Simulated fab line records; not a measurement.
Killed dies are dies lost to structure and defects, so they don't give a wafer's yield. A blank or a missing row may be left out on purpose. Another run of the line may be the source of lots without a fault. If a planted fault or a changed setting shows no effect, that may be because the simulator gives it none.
Which tool was responsible? || flow gf180mcu || Sampling: 14 lots, 42 wafers, 3 of 602 route steps

## WHAT THE GAUGES SHOWED, per wafer
GF_MIM_THK_MEAS_11: measures by xrf. Usual: MIM_ALCU_THK typically reads 198.6 nm, with standard deviation 2.4.
{"lot": "L238", "measured": "day 25 00:52", "on": "film metro-04", "MIM_ALCU_THK (nm)": "201.8 203.6 203.0", "flag": ""}
{"lot": "L239", "measured": "day 25 05:41", "on": "film metro-03", "MIM_ALCU_THK (nm)": "196.4 193.9 197.0", "flag": ""}
{"lot": "L240", "measured": "day 25 21:52", "on": "film metro-03", "MIM_ALCU_THK (nm)": "197.5 199.5 198.8", "flag": ""}
{"lot": "L241", "measured": "day 26 07:03", "on": "film metro-04", "MIM_ALCU_THK (nm)": "193.5 196.2 197.0", "flag": ""}
{"lot": "L243", "measured": "day 26 22:53", "on": "film metro-03", "MIM_ALCU_THK (nm)": "201.8 200.0 196.6", "flag": ""}
{"lot": "L244", "measured": "day 27 17:30", "on": "film metro-04", "MIM_ALCU_THK (nm)": "198.7 199.5 200.6", "flag": ""}
{"lot": "L247", "measured": "day 28 13:28", "on": "film metro-03", "MIM_ALCU_THK (nm)": "199.4 199.3 201.4", "flag": ""}
{"lot": "L248", "measured": "day 28 15:10", "on": "film metro-04", "MIM_ALCU_THK (nm)": "199.1 202.3 199.0", "flag": ""}
{"lot": "L250", "measured": "day 29 06:59", "on": "film metro-04", "MIM_ALCU_THK (nm)": "199.9 195.9 196.8", "flag": ""}
{"lot": "L251", "measured": "day 29 08:18", "on": "film metro-04", "MIM_ALCU_THK (nm)": "201.2 199.1 199.0", "flag": ""}
{"lot": "L253", "measured": "day 30 00:54", "on": "film metro-03", "MIM_ALCU_THK (nm)": "198.8 198.4 196.7", "flag": ""}
{"lot": "L254", "measured": "day 30 08:29", "on": "film metro-01", "MIM_ALCU_THK (nm)": "194.8 194.8 193.9", "flag": ""}
{"lot": "L258", "measured": "day 31 01:59", "on": "film metro-04", "MIM_ALCU_THK (nm)": "196.5 196.8 197.0", "flag": ""}
{"lot": "L259", "measured": "day 31 08:35", "on": "film metro-03", "MIM_ALCU_THK (nm)": "196.7 199.7 198.7", "flag": ""}

GF_V5_THK_MEAS_01. Usual: V5_CVD_00_THK typically reads 300 nm, with standard deviation 3.
{"lot": "L238", "measured": "day 26 19:52", "on": "film metro-02", "V5_CVD_00_THK (nm)": "302 304 302", "flag": ""}
{"lot": "L239", "measured": "day 26 23:54", "on": "film metro-01", "V5_CVD_00_THK (nm)": "298 298 300", "flag": ""}
{"lot": "L240", "measured": "day 27 16:04", "on": "film metro-01", "V5_CVD_00_THK (nm)": "303 299 303", "flag": ""}
{"lot": "L241", "measured": "day 28 00:47", "on": "film metro-02", "V5_CVD_00_THK (nm)": "298 298 299", "flag": ""}
{"lot": "L243", "measured": "day 28 15:21", "on": "film metro-01", "V5_CVD_00_THK (nm)": "299 300 299", "flag": ""}
{"lot": "L244", "measured": "day 29 09:07", "on": "film metro-03", "V5_CVD_00_THK (nm)": "304 305 306", "flag": ""}
{"lot": "L247", "measured": "day 30 03:59", "on": "film metro-03", "V5_CVD_00_THK (nm)": "305 298 299", "flag": ""}
{"lot": "L248", "measured": "day 30 05:44", "on": "film metro-02", "V5_CVD_00_THK (nm)": "300 304 301", "flag": ""}
{"lot": "L250", "measured": "day 30 20:05", "on": "film metro-02", "V5_CVD_00_THK (nm)": "297 296 294", "flag": ""}
{"lot": "L251", "measured": "day 30 20:40", "on": "film metro-01", "V5_CVD_00_THK (nm)": "303 296 297", "flag": ""}
{"lot": "L253", "measured": "day 31 12:52", "on": "film metro-02", "V5_CVD_00_THK (nm)": "295 294 298", "flag": ""}
{"lot": "L254", "measured": "day 31 21:22", "on": "film metro-03", "V5_CVD_00_THK (nm)": "300 296 300", "flag": ""}
{"lot": "L258", "measured": "day 32 13:06", "on": "film metro-01", "V5_CVD_00_THK (nm)": "302 300 299", "flag": ""}
{"lot": "L259", "measured": "day 32 19:38", "on": "film metro-01", "V5_CVD_00_THK (nm)": "305 308 303", "flag": ""}

## WHICH TOOL RAN EACH LOT (tool, then ch and the chambers of the sampled wafers, then the start)
{"lot": "L238", "GF_M5_STRIP_11": "plasma asher-03 ch 0,1, day 26 19:09"}
{"lot": "L239", "GF_M5_STRIP_11": "plasma asher-02 ch 0,1, day 26 23:20"}
{"lot": "L240", "GF_M5_STRIP_11": "plasma asher-04 ch 0,1, day 27 15:23"}
{"lot": "L241", "GF_M5_STRIP_11": "plasma asher-03 ch 0,1, day 28 00:13"}
{"lot": "L243", "GF_M5_STRIP_11": "plasma asher-04 ch 0,1, day 28 14:47"}
{"lot": "L244", "GF_M5_STRIP_11": "plasma asher-03 ch 0,1, day 29 08:32"}
{"lot": "L247", "GF_M5_STRIP_11": "plasma asher-03 ch 0,1, day 30 03:25"}
{"lot": "L248", "GF_M5_STRIP_11": "plasma asher-04 ch 0,1, day 30 05:10"}
{"lot": "L250", "GF_M5_STRIP_11": "plasma asher-03 ch 0,1, day 30 19:31"}
{"lot": "L251", "GF_M5_STRIP_11": "plasma asher-02 ch 0,1, day 30 20:05"}
{"lot": "L253", "GF_M5_STRIP_11": "plasma asher-04 ch 0,1, day 31 12:19"}
{"lot": "L254", "GF_M5_STRIP_11": "plasma asher-04 ch 0,1, day 31 20:46"}
{"lot": "L258", "GF_M5_STRIP_11": "plasma asher-03 ch 0,1, day 32 12:28"}
{"lot": "L259", "GF_M5_STRIP_11": "plasma asher-03 ch 0,1, day 32 19:04"}
- GF_M5_STRIP_11: strips in O2/N2.

## AS READ BY THE TOOLS THEMSELVES (means over the sampled wafers that have a number; for cases with no such wafer, the mark the record gives instead)
GF_M5_STRIP_11. Usual: drypump motor current A 5.4 A, standard deviation 0.57; heater power w 334 W, standard deviation 36; oes product au 0.544 a.u., standard deviation 0.0052; strip time to endpoint s 7.53 s, standard deviation 0.043.
{"lot": "L238", "tool": "plasma asher-03", "drypump motor current A (A)": 5.0, "heater power w (W)": 350, "oes product au (a.u.)": 0.542, "strip time to endpoint s (s)": 7.46, "flag": ""}
{"lot": "L239", "tool": "plasma asher-02", "drypump motor current A (A)": 5.4, "heater power w (W)": 329, "oes product au (a.u.)": 0.543, "strip time to endpoint s (s)": 7.57, "flag": ""}
{"lot": "L240", "tool": "plasma asher-04", "drypump motor current A (A)": 6.0, "heater power w (W)": 315, "oes product au (a.u.)": 0.542, "strip time to endpoint s (s)": 7.46, "flag": ""}
{"lot": "L241", "tool": "plasma asher-03", "drypump motor current A (A)": 5.0, "heater power w (W)": 352, "oes product au (a.u.)": 0.543, "strip time to endpoint s (s)": 7.58, "flag": ""}
{"lot": "L243", "tool": "plasma asher-04", "drypump motor current A (A)": 6.0, "heater power w (W)": 316, "oes product au (a.u.)": 0.540, "strip time to endpoint s (s)": 7.51, "flag": ""}
{"lot": "L244", "tool": "plasma asher-03", "drypump motor current A (A)": 5.0, "heater power w (W)": 365, "oes product au (a.u.)": 0.543, "strip time to endpoint s (s)": 7.58, "flag": ""}
{"lot": "L247", "tool": "plasma asher-03", "drypump motor current A (A)": 5.1, "heater power w (W)": 368, "oes product au (a.u.)": 0.546, "strip time to endpoint s (s)": 7.57, "flag": ""}
{"lot": "L248", "tool": "plasma asher-04", "drypump motor current A (A)": 6.0, "heater power w (W)": 314, "oes product au (a.u.)": 0.547, "strip time to endpoint s (s)": 7.55, "flag": ""}
{"lot": "L250", "tool": "plasma asher-03", "drypump motor current A (A)": 5.0, "heater power w (W)": 367, "oes product au (a.u.)": 0.541, "strip time to endpoint s (s)": 7.54, "flag": ""}
{"lot": "L251", "tool": "plasma asher-02", "drypump motor current A (A)": 5.3, "heater power w (W)": 317, "oes product au (a.u.)": 0.544, "strip time to endpoint s (s)": 7.49, "flag": ""}
{"lot": "L253", "tool": "plasma asher-04", "drypump motor current A (A)": 6.0, "heater power w (W)": 317, "oes product au (a.u.)": 0.547, "strip time to endpoint s (s)": 7.58, "flag": ""}
{"lot": "L254", "tool": "plasma asher-04", "drypump motor current A (A)": 6.0, "heater power w (W)": 315, "oes product au (a.u.)": 0.544, "strip time to endpoint s (s)": 7.53, "flag": ""}
{"lot": "L258", "tool": "plasma asher-03", "drypump motor current A (A)": 5.0, "heater power w (W)": 357, "oes product au (a.u.)": 0.550, "strip time to endpoint s (s)": 7.54, "flag": ""}
{"lot": "L259", "tool": "plasma asher-03", "drypump motor current A (A)": 5.0, "heater power w (W)": 356, "oes product au (a.u.)": 0.545, "strip time to endpoint s (s)": 7.60, "flag": ""}

## THE ANSWER, worked out from the rows above alone
Rule: a lot is off if the mean of its wafers that have a number lies more than 3 standard deviations from the usual mean. Also off: a lot with no number at a reading for which 4 or more lots have one. Where the step has rows for the other lots, those lots are counted as sound. The gauges are gone through in route order, then the tools' own readings, and for those a lot's mean is taken as printed above. The first step at which some lot is off is used, and at that step the reading that is off furthest; a lot without a number counts as furthest.
No lot is off at any reading shown: from this, nothing can be told.

## WHAT THE SIMULATOR PUT IN
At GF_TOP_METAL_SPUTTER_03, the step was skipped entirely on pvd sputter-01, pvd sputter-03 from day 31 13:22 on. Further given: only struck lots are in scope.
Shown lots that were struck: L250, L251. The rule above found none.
